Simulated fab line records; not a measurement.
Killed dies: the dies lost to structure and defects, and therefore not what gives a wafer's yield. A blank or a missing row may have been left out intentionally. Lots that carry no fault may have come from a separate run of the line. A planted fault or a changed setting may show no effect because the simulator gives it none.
A lot that was struck, set against a sound lot || flow sky130 || 15 out of 708 route steps
Sound: these wafers, L755.1, L755.2, L755.6. Struck: wafers L758.1, L758.2, L758.3. At the end, the cause is stated.
Order at every step that has rows: each side's tool, ch and its chambers, its first start. Under that, the readings that differ: sound wafers || struck wafers || difference of the means || sigmas: that difference in standard deviations of wafers without a fault.
alike: readings whose means differ by less than 2 such deviations, and words and numbers that are the same on both sides. not compared: withheld readings, readings that some wafer has no value for, bounds like >300 that may hide the same value, and numbers for which the record gives no deviation and whose values overlap.
Wherever a step has rows on one side only, a row that says differs or no value, or a row with sigmas, the two part there. Non-overlapping numbers with no deviation appear without sigmas and do not part them. Lack of a reading on every wafer of one side parts them only where that side has two or more wafers.

first, 1 step without rows for these wafers: SKY_PWDE_IMPLANT_08.
SKY_PWDE_STRIP_09: strips in O2/N2.
  sound on plasmaAsher-01 ch 0,1, day 5 14:19; struck on plasmaAsher-01 ch 0,1, day 6 05:22
  alike: drypumpMotorCurrentA, n2FlowSccm, oesProductAu, stripTimeToEndpointS
  not compared: rfHoursCounterH
SKY_PWDE_TW_MEAS_10:
  sound on filmMetro-02, day 5 14:25; struck on filmMetro-04, day 6 05:28
  alike: PWDE_TW
then, 7 steps without rows for these wafers: SKY_NWELL_DEHYDRATE_03 (time 60 s); SKY_NWELL_HMDS_04 (prime time 60 s); SKY_NWELL_COAT_05 (resist thk 3000 nm); SKY_NWELL_SOFTBAKE_06; SKY_NWELL_EXPOSE_07 (exposes mask NWM, target cd 840 nm); SKY_NWELL_PEB_08; SKY_NWELL_DEVELOP_09 (develop time 60 s).
SKY_NWELL_OVL_MEAS_10:
  sound on overlay-02, day 6 07:02; struck on overlay-01, day 6 22:44
  alike: NWELL_00_OVL
then, 1 step without rows for these wafers: SKY_NWELL_IMPLANT_11.
SKY_NWELL_IMPLANT_12:
  sound on implanter-01 ch 0, day 6 07:13; struck on implanter-01 ch 0, day 6 22:56
{"reading": "beamEnergyKeV", "sound": "120.03 120.00 119.99", "struck": "114.44 114.44 114.35", "difference": -5.60, "sigmas": "-99 or more"}
{"reading": "model.implant.rpNm (nm)", "sound": "142.5 142.5 142.5", "struck": "142.4 142.4 142.4", "difference": -0.1, "sigmas": ""}
  alike: beamOnS, doseIonsCm2
then, 1 step without rows for these wafers: SKY_NWELL_IMPLANT_13.
-- the record jumps here: 41 days lie between the struck wafers' starts before and after (it left off in module NWELL and takes up again in module PAD_OPEN, whose first step shown is number 708 of the route) --
SKY_PAD_OPEN_PROBE_99:
  sound on prober-01, day 47 05:13; struck on prober-02, day 47 22:50
{"reading": "killed_at_M0_to_M3", "sound": "37 38", "struck": 55, "difference": "+18", "sigmas": "+2"}
{"reading": "killedAtOther", "sound": "0 0", "struck": 1, "difference": "+1", "sigmas": "+2"}
  alike: killed_at_M4_up, killedAtContacts, killedAtFrontEnd, killedDies, killedOpen, killedShort

WHERE THEY PART
At SKY_NWELL_IMPLANT_12 first; at SKY_PAD_OPEN_PROBE_99 last (within this record only).

WHY: what the simulator had put in
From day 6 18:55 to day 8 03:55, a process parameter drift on implanter-01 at SKY_NWELL_IMPLANT_12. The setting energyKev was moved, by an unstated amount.
